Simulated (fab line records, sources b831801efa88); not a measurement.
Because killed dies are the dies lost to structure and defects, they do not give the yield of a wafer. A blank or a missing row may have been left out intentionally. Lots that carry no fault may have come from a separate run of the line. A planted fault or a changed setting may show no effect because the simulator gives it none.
A lot that was struck, set against a sound lot || flow sky130 || 4 out of 708 route steps
Sound: wafers L854.1, L854.5, L854.6. Wafers L847.1, L847.3, L847.5 were the ones struck. The cause comes at the end.
Per side, at each step with rows, come the tool, then ch with its chambers, and then its first start. Under that, the readings that differ: sound wafers || struck wafers || difference of the means || sigmas: that difference in standard deviations of wafers without a fault.
alike: words and numbers the same on both sides, and readings whose means are apart by under 2 such deviations; not compared: readings that were withheld, readings missing a value for some wafer, numbers with overlapping values and no deviation given by the record, and bounds like >300 which may hide the same value.
Wherever a step has rows on one side only, a row that says differs or no value, or a row with sigmas, the two part there. Non-overlapping numbers with no deviation appear without sigmas and do not part them. A reading that every wafer of one side lacks parts them only if that side has two wafers or more.

SKY_FIELD_ISO_BOW_MEAS_00:
  sound on film metro-02, day 4 18:00; struck on film metro-01, day 3 07:00
  alike: INCOMING_BOW
SKY_FIELD_ISO_OXIDATION_01: stabilise 600 s, purge 300 s, target thk 12 nm.
  sound on furnace-02 ch 0, day 4 18:16; struck on furnace-01, day 3 08:35
  no value came back on the struck wafers for any of 5 readings (ox temp c (C), ox temp c max and others); on the sound wafers ox temp c (C) reads 899.6 899.5 900.0
then, 1 step without rows for these wafers: SKY_FIELD_ISO_CVD_03 (deposits Si3N4 from DCS/NH3, target thk 165 nm, time 2830 s).
-- record jumps: 45 days separate the struck wafers' starts on either side; left off in module FIELD_ISO, taken up again in module PAD_OPEN, whose first shown step is the route's number 708 --
SKY_PAD_OPEN_PROBE_99:
  sound on prober-02, day 49 21:34; struck on prober-02, day 48 04:58
{"reading": "model.etest.pfet_16v.r on ohm um", "sound": "1.524e+04 1.54e+04 1.523e+04", "struck": "1.505e+04 1.45e+04 1.463e+04", "difference": -5.633e+02, "sigmas": ""}
{"reading": "model.etest.cap li to poly.c af um2", "sound": "98 103.5 98.47", "struck": "95.91 92.87 96.5", "difference": -4.90, "sigmas": ""}
{"reading": "model.etest.cap poly to well.c af um2", "sound": "92.83 91.91 91.39", "struck": "94.76 95.53 94.36", "difference": "+2.84", "sigmas": ""}
{"reading": "model.etest.field p.vt v (V)", "sound": "-41.96 -42.15 -42.13", "struck": "-40.95 -39.14 -39.7", "difference": "+2.15", "sigmas": ""}
{"reading": "model.etest.field n.vt v (V)", "sound": "35.52 35.34 35.35", "struck": "35.23 34.22 34.54", "difference": -0.74, "sigmas": ""}
{"reading": "model.etest.diode ndiff fingers.leak log10 a cm2", "sound": "-6.877 -6.439 -6.594", "struck": "-6.033 -6.127 -5.875", "difference": "+0.625", "sigmas": ""}
{"reading": "model.etest.diode pdiff fingers.leak log10 a cm2", "sound": "-6.619 -6.289 -6.746", "struck": "-6.184 -5.777 -6", "difference": "+0.564", "sigmas": ""}
{"reading": "model.etest.sram nfet pass.off log10 a um", "sound": "-13.04 -12.71 -12.69", "struck": "-12.1 -11.84 -12.09", "difference": "+0.8", "sigmas": ""}

WHERE THEY PART
Within this record, at SKY_FIELD_ISO_OXIDATION_01 only.

WHY: whatever the simulator had introduced
Beginning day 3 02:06, the whole step at SKY_FIELD_ISO_OXIDATION_01 was skipped on furnace-01. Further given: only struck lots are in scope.
